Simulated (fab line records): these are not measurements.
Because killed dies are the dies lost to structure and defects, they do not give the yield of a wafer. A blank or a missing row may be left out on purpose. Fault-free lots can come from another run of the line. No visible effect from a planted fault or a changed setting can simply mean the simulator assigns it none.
Which of the tools did it? | flow gf180mcu | 13 lots with 39 wafers sampled at 3 steps, on a route of 602 steps

## WHAT EACH GAUGE READ, for each wafer
GF_V5_BOW_MEAS_05.
lot  | measured     | on            | V5_BOW (um)
L339 | day 26 10:52 | film_metro-02 | 131 128 142
L341 | day 26 20:10 | film_metro-04 | 143 135 125
L342 | day 27 03:47 | film_metro-04 | 131 140 125
L343 | day 27 06:31 | film_metro-04 | 141 150 149
L344 | day 28 12:52 | film_metro-03 | 132 126 120
L345 | day 28 11:16 | film_metro-03 | 147 140 137
L353 | day 30 15:40 | film_metro-02 | 123 124 128
L354 | day 31 07:25 | film_metro-02 | 150 147 132
L356 | day 31 19:19 | film_metro-02 | 128 130 124
L358 | day 31 20:44 | film_metro-02 | 132 132 132
L359 | day 32 13:39 | film_metro-04 | 138 124 135
L360 | day 32 19:35 | film_metro-03 | 146 144 130
L361 | day 32 18:50 | film_metro-02 | 107 116 110

## EACH LOT AND THE TOOL THAT RAN IT (in order: tool; ch and the chambers of the sampled wafers; start)
lot  | GF_STI_CVD_03              | GF_V5_CVD_02
L339 | lpcvd-01 ch 0, day 1 11:34 | pecvd-03 ch 0,1, day 26 10:22
L341 | lpcvd-01 ch 0, day 1 22:23 | pecvd-04 ch 0,2, day 26 19:40
L342 | lpcvd-01 ch 1, day 2 05:14 | pecvd-03 ch 0,1, day 27 03:20
L343 | lpcvd-02 ch 1, day 2 10:46 | pecvd-03 ch 0,1, day 27 06:01
L344 | lpcvd-02 ch 1, day 2 15:08 | pecvd-04 ch 0,2, day 28 12:22
L345 | lpcvd-01 ch 1, day 2 19:03 | pecvd-04 ch 1,2, day 28 10:48
L353 | lpcvd-01 ch 0, day 4 09:45 | pecvd-03 ch 0,1,2, day 30 15:07
L354 | lpcvd-01 ch 0, day 4 15:54 | pecvd-01 ch 0,1,2, day 31 06:58
L356 | lpcvd-01 ch 1, day 5 01:49 | pecvd-03 ch 0,1,2, day 31 18:49
L358 | lpcvd-01 ch 1, day 5 12:25 | pecvd-01 ch 1,2, day 31 20:17
L359 | lpcvd-02 ch 1, day 5 18:13 | pecvd-04 ch 0,1,2, day 32 13:10
L360 | lpcvd-01 ch 1, day 5 22:07 | pecvd-03 ch 0,2, day 32 19:04
L361 | lpcvd-02 ch 1, day 6 02:31 | pecvd-04 ch 0,1,2, day 32 18:22
- GF_STI_CVD_03: deposits Si3N4 from DCS/NH3, target thk 207.16 nm, time 3551 s.
- GF_V5_CVD_02: deposits SiO2 from TEOS, target thk 1450 nm, time 163.28 s.

## AS READ BY THE TOOLS THEMSELVES (means over the sampled wafers that have a number; for cases with no such wafer, the mark the record gives instead)
GF_STI_CVD_03.
lot  | tool     | spike_tc_top_C (C) | susceptor_temp_C (C) | zone_power_lower_pct (%)
L339 | lpcvd-01 | 786.6              | 770.25               | 13.50
L341 | lpcvd-01 | 785.2              | 769.90               | 13.44
L342 | lpcvd-01 | 784.0              | 769.89               | 13.73
L343 | lpcvd-02 | 785.6              | 769.85               | 13.97
L344 | lpcvd-02 | 786.0              | 769.62               | 14.20
L345 | lpcvd-01 | 784.2              | 769.93               | 13.61
L353 | lpcvd-01 | 786.1              | 770.18               | 13.52
L354 | lpcvd-01 | 785.5              | 769.70               | 13.53
L356 | lpcvd-01 | 782.7              | 770.10               | 13.68
L358 | lpcvd-01 | 784.4              | 769.86               | 13.68
L359 | lpcvd-02 | 786.9              | 770.09               | 14.02
L360 | lpcvd-01 | 784.6              | 770.08               | 13.72
L361 | lpcvd-02 | 786.7              | 770.23               | 14.08

GF_V5_CVD_02.
lot  | tool     | heater_power_outer_w (W) | heater_power_w (W) | susceptor_temp_C (C)
L339 | pecvd-03 | 355                      | 626                | 400.11
L341 | pecvd-04 | 401                      | 713                | 399.76
L342 | pecvd-03 | 355                      | 621                | 400.03
L343 | pecvd-03 | 388                      | 659                | 399.91
L344 | pecvd-04 | 408                      | 720                | 399.71
L345 | pecvd-04 | 403                      | 734                | 400.09
L353 | pecvd-03 | 343                      | 604                | 399.95
L354 | pecvd-01 | 324                      | 572                | 400.10
L356 | pecvd-03 | 359                      | 625                | 399.84
L358 | pecvd-01 | 361                      | 640                | 399.84
L359 | pecvd-04 | 358                      | 642                | 400.09
L360 | pecvd-03 | 288                      | 532                | 400.21
L361 | pecvd-04 | 362                      | 650                | 400.13

## THE ANSWER, worked out from the rows above alone
Rule: what is usual is taken from the lots themselves. The widest of any qualifying gaps counts: lots, ordered by their means at a reading, are off when they make up no more than a third of the lots, leave a main group of 4 or more, and stand apart from it by 3 or more times the standard deviation of that group's means. A main group is skipped when, at the precision printed for the reading in the tables above, its means are all equal. A lot without any number at a reading at which 4 lots or more have one is off too. The other lots that the step has rows for count as sound. The gauges are gone through in route order, then the tools' own readings, and for those a lot's mean is taken as printed above. At the first step where some lot is off, the reading lying furthest off is the one used; lots without a number count as furthest.
No lot is off on any of the readings shown, so nothing can be concluded from this.

## WHAT HAD BEEN PUT IN BY THE SIMULATOR
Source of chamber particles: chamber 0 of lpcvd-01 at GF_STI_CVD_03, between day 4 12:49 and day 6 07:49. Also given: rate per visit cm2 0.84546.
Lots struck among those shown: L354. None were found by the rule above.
